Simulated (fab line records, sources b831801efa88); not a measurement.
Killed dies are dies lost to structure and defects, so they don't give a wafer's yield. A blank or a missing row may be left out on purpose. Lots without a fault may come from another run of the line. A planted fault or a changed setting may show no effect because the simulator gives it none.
fab line records | flow sky130
record lots=5 wafers=14 last_day=50
route steps=708 shown LI_CONTACT@364 PAD_OPEN@708
lots that met no fault: from a run of the same line without faults
start_h: hours from the record's first day to the start of the lot's first wafer shown | wait_h: hours since the lot's step before | " the same as in the row above | L1.1+2: a row that stands for several wafers | - no value, or no start given | * or withheld: withheld | < > ~ a bound
route shown NAME@n: a module of which the file shows steps, and the number in the route of the first | usual: mean/standard deviation of fault-free wafers | same: alike in all rows | chamber/n: place in a boat | sites: the reading at each site | _std_site: their standard deviation | _edge_site: outer sites' mean less inner sites' | radius_mm: how far each site lies from the wafer's centre | mask NAME#n: copy n | behind: the tool/chamber that last shaped the wafer | hold: why the lot was held/for how many hours/how that ended | device: the transistor (n, p or np) that didn't switch | end of line: the same wafers' tests at the end of the route | a step without rows: its recipe alone | killed: dies lost to structure and defects at the first sort, not the wafer's yield | map: a wafer's dies, x killed, . not, _ none there
set.NAME: the setting as run; set.NAME@STEP: as run at that earlier step | model.NAME: the simulator's own value behind a step, which no gauge read
lots at some steps of the route; a table a step, a row a wafer
services: from which hour (start_h, from the record's first day; less than 0 if before it) a tool's chamber was out of use, for how many hours, and why
## steps
# step SKY_LI_CONTACT_CMP_02
# recipe material=PSG down_force_psi=4 platen_rpm=60 pad_velocity_m_s=0.94248
# usual motor_current_A=11.7/1.1 time_to_endpoint_s=32.1/2.6
# columns lot.wafer tool chamber start_h wait_h motor_current_A time_to_endpoint_s
L748.2 cmp-01 1 684.20 0.0 12.0 31.0
L748.4 " 2 " " 11.3 34.8
L748.6 " 1 " " 11.3 33.4
L749.1 cmp-01 3 696.15 0.1 11.7 34.0
L749.4 " 0 " " 10.6 30.3
L749.5 " 1 " " 11.7 32.7
L755.2 cmp-02 3 731.81 0.0 10.8 33.4
L755.6 " 3 " " 11.0 35.2
L761.3 cmp-02 3 796.71 0.1 11.1 35.9
L761.2 " 1 " " 13.2 31.3
L761.6 " 3 " " 10.6 33.8
L764.2 cmp-01 0 807.85 0.0 10.9 35.3
L764.4 " 1 " " 11.6 35.8
L764.5 " 0 " " 10.4 38.2
# step SKY_LI_CONTACT_BOW_MEAS_03
# recipe mode=bow
# usual LI_CONTACT_BOW=55/6.2
# columns lot.wafer tool chamber start_h wait_h LI_CONTACT_BOW[um]
L748.2 film_metro-04 - 684.52 0.3 60
L748.4 " - " " 69
L748.6 " - " " 52
L749.1 film_metro-04 - 696.35 0.1 67
L749.4 " - " " 59
L749.5 " - " " 55
L755.2 film_metro-04 - 732.13 0.3 61
L755.6 " - " " 57
L761.2 film_metro-02 - 796.98 0.1 55
L761.3 " - " " 52
L761.6 " - " " 55
L764.2 film_metro-02 - 808.17 0.3 52
L764.4 " - " " 57
L764.5 " - " " 58
# step SKY_LI_CONTACT_DEHYDRATE_04
# recipe temp_c=200 time_s=60
# step SKY_LI_CONTACT_HMDS_05
# recipe prime_time_s=60 prime_temp_c=120
# step SKY_LI_CONTACT_COAT_06
# recipe resist=BARC temp_c=withheld time_s=withheld spin_rpm=3000 resist_thk_nm=60
# step SKY_LI_CONTACT_COAT_07
# recipe resist=KrF-thick spin_rpm=3000 resist_thk_nm=450
# step SKY_LI_CONTACT_SOFTBAKE_08
# recipe temp_c=100 time_s=90 resist=KrF-thick
# step SKY_LI_CONTACT_EXPOSE_09
# recipe mask_id=LICM1 na=0.8 source_shape=annular sigma_inner=0.55 sigma_outer=0.85 target_cd_nm=170 dose_mj=38
# step SKY_LI_CONTACT_PEB_10
# recipe peb_temp_c=withheld peb_time_s=withheld resist=KrF-thick
# step SKY_LI_CONTACT_DEVELOP_11
# recipe develop_time_s=60 resist=KrF-thick dev_temp_c=21
# step SKY_LI_CONTACT_CD_MEAS_12
# recipe target_cd_nm=170
# usual cd_nm=169.5/1.7
# columns lot.wafer tool chamber start_h wait_h cd_nm
L748.2 cd_sem-02 - 711.33 - 166.3
L748.4 " - " " 165.7
L748.6 " - " " 166.1
L749.1 cd_sem-02 - 723.01 - 170.5
L749.4 " - " " 170.4
L749.5 " - " " 170.9
L755.2 cd_sem-01 - 758.02 - 169.3
L755.6 " - " " 170.3
L761.2 cd_sem-01 - 822.94 - 170.8
L761.3 " - " " 171.4
L761.6 " - " " 170.7
L764.2 cd_sem-02 - 834.54 - 166.3
L764.4 " - " " 167.0
L764.5 " - " " 163.9
# step SKY_LI_CONTACT_OVL_MEAS_13
# usual LI_CONTACT_OVL=-1/6.3
# columns lot.wafer tool chamber start_h wait_h LI_CONTACT_OVL[nm]
L748.2 overlay-01 - 711.44 0.1 7
L748.4 " - " " 8
L748.6 " - " " 4
L749.1 overlay-02 - 723.13 0.1 4
L749.4 " - " " 9
L749.5 " - " " 0
L755.2 overlay-02 - 758.12 0.1 -1
L755.6 " - " " -6
L761.2 overlay-02 - 823.05 0.1 -7
L761.3 " - " " -2
L761.6 " - " " -4
L764.2 overlay-01 - 834.64 0.1 -5
L764.4 " - " " -3
L764.5 " - " " 5
# step SKY_LI_CONTACT_ETCH_14
# recipe chemistry=N2/H2 target=BARC ion_energy_ev=200 source_w=500 bias_w=100 pressure_mtorr=30 n2_flow_sccm=100 h2_flow_sccm=200 stop_on=SiO2 time_s=45.9 target_depth_a=600
# usual drypump_motor_current_A=5.8/0.38 oes_product_au=0.854/0.0049 throttle_valve_pct=13.224/0.01
# columns lot.wafer tool chamber start_h wait_h drypump_motor_current_A oes_product_au rf_hours_counter_h throttle_valve_pct model.KrF-thick_of_LI_CONTACT_COAT_07.thk_nm model.etch.depth_nm
L748.2 rie_diel-04 3 711.47 0.0 5.4 0.849 4 13.236 393.4 59.76
L748.4 " 0 " " 5.9 0.850 - 13.248 391.9 59.9
L748.6 " 1 " " 5.8 0.854 - 13.239 391.6 59.7
L749.1 rie_diel-03 1 723.17 0.0 5.3 0.847 16 13.229 391.9 59.95
L749.4 " 3 " " 6.3 0.856 11 13.226 391.8 59.99
L749.5 " 3 " " 6.3 0.858 - 13.238 390.7 60.08
L755.2 rie_diel-03 3 758.15 0.0 6.3 0.855 12 13.221 393.6 60.1
L755.6 " 3 " " 6.3 0.835 - 13.225 403.4 57.91
L761.2 rie_diel-04 0 823.08 0.0 5.9 0.862 8 13.214 392.9 59.95
L761.3 " 2 " " 6.4 0.856 2 13.217 393.9 59.88
L761.6 " 2 " " 6.5 0.853 - 13.233 394.2 59.94
L764.2 rie_diel-04 0 834.67 0.0 5.9 0.856 8 13.227 390.2 59.81
L764.4 " 2 " " 6.4 0.852 2 13.210 390.9 59.83
L764.5 " 1 " " 5.8 0.852 - 13.240 390.9 59.79
# step SKY_LI_CONTACT_ETCH_15
# recipe target=PSG chemistry=C4F8/O2/Ar stop_on=Si taper_deg=4.15 mask_material=KrF-thick source_w=1500 bias_w=1200 pressure_mtorr=40 c4f8_flow_sccm=withheld O2_flow_sccm=6 Ar_flow_sccm=300 time_s=withheld target_depth_a=6000
# usual oes_product_au=0.837/0.0049
# columns lot.wafer tool chamber start_h wait_h oes_product_au model.KrF-thick_of_LI_CONTACT_COAT_07.thk_nm
L748.2 rie_diel-04 3 711.51 0.0 0.838 236.3
L748.4 " 0 " " 0.851 233.2
L748.6 " 1 " " 0.850 232.5
L749.1 rie_diel-03 1 723.21 0.0 0.840 230.4
L749.4 " 3 " " 0.843 232.7
L749.5 " 3 " " 0.836 230.9
L755.2 rie_diel-03 3 758.20 0.0 0.835 232.9
L755.6 " 3 " " 0.841 243.8
L761.2 rie_diel-04 0 823.12 0.0 0.836 230.9
L761.3 " 2 " " 0.836 234.8
L761.6 " 2 " " 0.837 237
L764.2 rie_diel-04 0 834.71 0.0 0.846 229.1
L764.4 " 2 " " 0.839 232
L764.5 " 1 " " 0.833 229.5
# step SKY_LI_CONTACT_STRIP_16
# recipe chemistry=O2/N2 power_w=1400 pressure_mtorr=1500 platen_temp_c=withheld o2_flow_sccm=3000 n2_flow_sccm=300 overash_fraction=0.5
# usual drypump_motor_current_A=5.7/0.53 oes_product_au=0.376/0.0041 strip_time_to_endpoint_s=3.494/0.027
# same overash_fraction=0.5
# columns lot.wafer tool chamber start_h wait_h drypump_motor_current_A oes_product_au rf_hours_counter_h strip_time_to_endpoint_s
L748.2 plasma_asher-04 0 711.60 - 6.1 0.374 28 3.544
L748.4 " 1 " " 5.2 0.375 - 3.511
L748.6 " 1 " " 5.2 0.372 - 3.503
L749.1 plasma_asher-02 1 723.30 - 5.4 0.375 85 3.484
L749.4 " 1 " " 5.5 0.373 - 3.513
L749.5 " 1 " " 5.5 0.371 - 3.496
L755.2 plasma_asher-01 0 758.28 - 6.4 0.382 1 3.502
L755.6 " 0 " " 6.4 0.380 - 3.638
L761.2 plasma_asher-02 0 823.20 - 6.1 0.374 95 3.487
L761.3 " 0 " " 6.1 0.378 - 3.532
L761.6 " 1 " " 5.5 0.378 - 3.551
L764.2 plasma_asher-02 0 834.80 - 6.1 0.377 96 3.466
L764.4 " 0 " " 6.1 0.386 - 3.501
L764.5 " 0 " " 6.1 0.379 - 3.467
# step SKY_LI_CONTACT_CLEAN_17
# recipe chemistry=NMP time_s=600 temp_c=60 dry=n2_spin
# step SKY_PAD_OPEN_PROBE_99
# usual killed_at_M0_to_M3=42/7.4 killed_at_M4_up=3.4/1.8 killed_at_contacts=25/5.4 killed_at_front_end=15/4.4 killed_at_other=0.2/0.52 killed_dies=86/9.3 killed_open=47/7.6 killed_short=39/6.5
# same gross_dies=492 killed_at_back_side=0
# columns lot.wafer tool chamber start_h wait_h killed_at_M0_to_M3 killed_at_M4_up killed_at_contacts killed_at_front_end killed_at_other killed_dies killed_open killed_short
L748.2 prober-02 - 1101.85 0.1 47 0 27 15 0 89 55 34
L748.4 prober-02 - 1101.95 0.2 54 5 25 14 0 98 51 47
L748.6 prober-02 - 1102.05 0.2 56 4 19 13 0 92 47 45
L755.2 prober-01 - 1140.45 0.1 53 3 26 18 1 101 57 44
L755.6 prober-01 - 1140.65 0.2 48 3 16 10 0 77 47 30
# killed by level:class
L748.2 VIA1:geometric_particle:open=15 LI_CONTACT:geometric_particle:open=8 LOCAL_INTERCONNECT:geometric_particle:short=7 CONTACT:geometric_particle:open=6 VIA3:geometric_particle:open=6 FIELD_ISO:geometric_particle:open=5 VIA1:geometric_particle:short=5 METAL1:geometric_particle:open=4
L748.4 LI_CONTACT:geometric_particle:open=11 VIA1:geometric_particle:short=9 VIA1:geometric_particle:open=9 VIA3:geometric_particle:open=7 METAL1:geometric_particle:short=7 CONTACT:geometric_particle:open=6 VIA2:geometric_particle:open=6 FIELD_ISO:geometric_particle:short=5
L748.6 METAL1:geometric_particle:short=14 VIA2:geometric_particle:open=7 METAL2:geometric_particle:short=7 VIA3:geometric_particle:open=7 LI_CONTACT:geometric_particle:open=6 VIA1:geometric_particle:open=6 FIELD_ISO:geometric_particle:open=5 CONTACT:geometric_particle:open=5
L755.2 VIA2:geometric_particle:open=16 VIA1:geometric_particle:open=10 CONTACT:geometric_particle:open=8 LI_CONTACT:geometric_particle:open=7 METAL2:geometric_particle:short=7 LOCAL_INTERCONNECT:geometric_particle:short=6 FIELD_ISO:geometric_particle:short=4 POLY_GATE:geometric_particle:short=4
L755.6 METAL2:geometric_particle:short=9 CONTACT:geometric_particle:open=8 LI_CONTACT:geometric_particle:open=7 VIA1:geometric_particle:open=7 VIA2:geometric_particle:open=7 VIA3:geometric_particle:open=6 METAL1:geometric_particle:short=5 VIA2:geometric_particle:short=5
## services
# columns tool chamber start_h hours kind
rie_diel-03 3 670.57 3.2 repair
plasma_asher-02 - 674.19 8.3 repair
rie_diel-03 3 683.70 2.6 repair
plasma_asher-02 - 684.45 14.6 pm
cmp-01 - 685.46 1.0 repair
plasma_asher-04 - 690.53 5.0 repair
cmp-02 - 693.28 0.9 repair
rie_diel-04 2 703.66 - clean
rie_diel-04 2 703.66 22.6 scheduled_down
rie_diel-04 2 703.66 22.6 vent_cycle
cmp-01 - 711.86 0.5 repair
rie_diel-04 1 726.23 - clean
rie_diel-04 1 726.23 23.0 scheduled_down
rie_diel-04 1 726.23 23.0 vent_cycle
plasma_asher-01 - 733.75 9.0 pm
cmp-01 - 744.12 4.0 pm
plasma_asher-04 - 746.76 2.8 pm
plasma_asher-02 - 748.52 5.9 repair
rie_diel-03 1 765.21 4.5 repair
rie_diel-04 - 765.29 14.6 pm
cmp-02 - 779.68 4.3 repair
rie_diel-04 1 793.67 7.6 repair
rie_diel-03 0 796.95 8.5 repair
plasma_asher-04 - 820.15 5.8 repair
## key
first_sign step=SKY_LI_CONTACT_ETCH_14 reading=oes_product_au direction=down sigmas=3.8 usual=0.854 struck=0.835
effect step=SKY_LI_CONTACT_STRIP_16 reading=strip_time_to_endpoint_s direction=up sigmas=5.4 usual=* struck=*
model_effect step=SKY_LI_CONTACT_ETCH_14 value=KrF-thick_of_LI_CONTACT_COAT_07.thk_nm without=393 struck=403.4
model_effect step=SKY_LI_CONTACT_ETCH_15 value=KrF-thick_of_LI_CONTACT_COAT_07.thk_nm without=233.3 struck=243.8
met_at SKY_LI_CONTACT_ETCH_14
struck_wafers L755.6
tester_left_out L755
onset_between 723.17 758.15
fault kind=process_parameter_drift tool=rie_diel-03 chamber=- onset_h=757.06 steps=SKY_LI_CONTACT_ETCH_14 channel=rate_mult offset=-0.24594 shape=step end_h=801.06 scope=struck_wafers_only
# tester_left_out: of these lots the tester's yield and bins aren't shown, on N5 and GAA mostly nor the transistor test; their killed dies are dies lost to structure and defects alone, not to doping, threshold or leakage, so they don't give the yield
